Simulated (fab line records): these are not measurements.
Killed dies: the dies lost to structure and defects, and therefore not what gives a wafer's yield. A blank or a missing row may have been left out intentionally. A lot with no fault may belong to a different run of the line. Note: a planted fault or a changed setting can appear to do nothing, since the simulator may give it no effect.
One fault seen from 2 desks / flow gf180mcu / numbers are kept per desk, each desk with only its own; the story behind them comes last

== THE TOOL OWNER'S DESK: rie si-02 ==
The tool's own readings at GF_STI_ETCH_14 (etches Si in HBr/Cl2/O2, target depth 360 nm, time 102.9 s): means of the sampled wafers that have a number, for each lot that ran on this tool. Any lot whose mean is over 4 standard deviations away from the usual mean is out of limits and marked OUT; that distance is given in the brackets.
Columns: A = drypump motor current A at GF_STI_ETCH_14, usual 5.5 A; B = oes product au at GF_STI_ETCH_14, usual 0.999 a.u.; C = run length s at GF_STI_ETCH_14, usual 131.3 s; D = throttle valve pct at GF_STI_ETCH_14, usual 25.657 %
lot=L685; first seen here=day 2 07:55; A=6.0; B=1.001; C=131.6; D=25.660
lot=L686; first seen here=day 2 12:31; A=6.0; B=1.002; C=131.1; D=25.653
lot=L692; first seen here=day 3 17:40; A=5.9; B=1.008; C=131.8; D=25.652
lot=L694; first seen here=day 4 05:23; A=6.0; B=1.003; C=133.0; D=25.657
lot=L695; first seen here=day 4 09:47; A=6.0; B=0.997; C=133.2; D=25.660
lot=L696; first seen here=day 4 15:20; A=5.9; B=1.004; C=134.7 (+7.1) OUT; D=25.657
This desk finds L696 out of limits, L696 being first, at day 4 15:20 (run length s at GF_STI_ETCH_14). L685, L686, L692, L694, L695: within limits.

== METROLOGY DESK ==
Means of the sampled wafers that have a number, per lot and without regard to the tool the lot ran on: this is what the gauges read. Any lot whose mean is over 4 standard deviations away from the usual mean is out of limits and marked OUT; that distance is given in the brackets.
Columns: A = cd nm at GF_HV_LDD_CD_MEAS_07, usual 400.8 nm; B = cd nm at GF_NSD_CD_MEAS_07, usual 400.1 nm
lot=L684; first seen here=day 9 20:50; A=398.9; B=396.7
lot=L685; first seen here=day 10 11:30; A=397.9; B=399.3
lot=L686; first seen here=day 10 17:04; A=396.0; B=399.4
lot=L689; first seen here=day 11 12:34; A=401.7; B=399.7
lot=L690; first seen here=day 11 18:23; A=404.6; B=400.4
lot=L691; first seen here=day 12 04:50; A=401.0; B=400.2
lot=L692; first seen here=day 12 10:47; A=403.0; B=399.7
lot=L694; first seen here=day 13 01:35; A=402.5; B=401.2
lot=L695; first seen here=day 13 08:39; A=396.9; B=403.6
lot=L696; first seen here=day 13 16:18; A=399.5; B=400.9
lot=L697; first seen here=day 13 23:21; A=402.6; B=398.0
lot=L702; first seen here=day 15 17:43; A=399.4; B=397.6
lot=L703; first seen here=day 16 01:04; A=404.7; B=398.9
lot=L705; first seen here=day 16 11:32; A=399.8; B=400.7
This desk's verdict: no lot among the 14 shows anything out of limits.

== TAKEN TOGETHER ==
An alarm could have come from the tool owner's desk at day 4 15:20, on L696.
From the metrology desk's view, nothing was out of limits.
The metrology desk holds a record of L696, inside its limits.
GF_STI_ETCH_14 was run on rie si-02 by each of the lots named.

== WHAT THE SIMULATOR PUT IN ==
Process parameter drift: rie si-02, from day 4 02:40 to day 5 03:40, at GF_STI_ETCH_14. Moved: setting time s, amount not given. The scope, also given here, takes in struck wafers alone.
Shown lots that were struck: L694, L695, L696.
Time in hours from fault onset to the first out-of-limits reading at each desk: the tool owner's desk, 13.
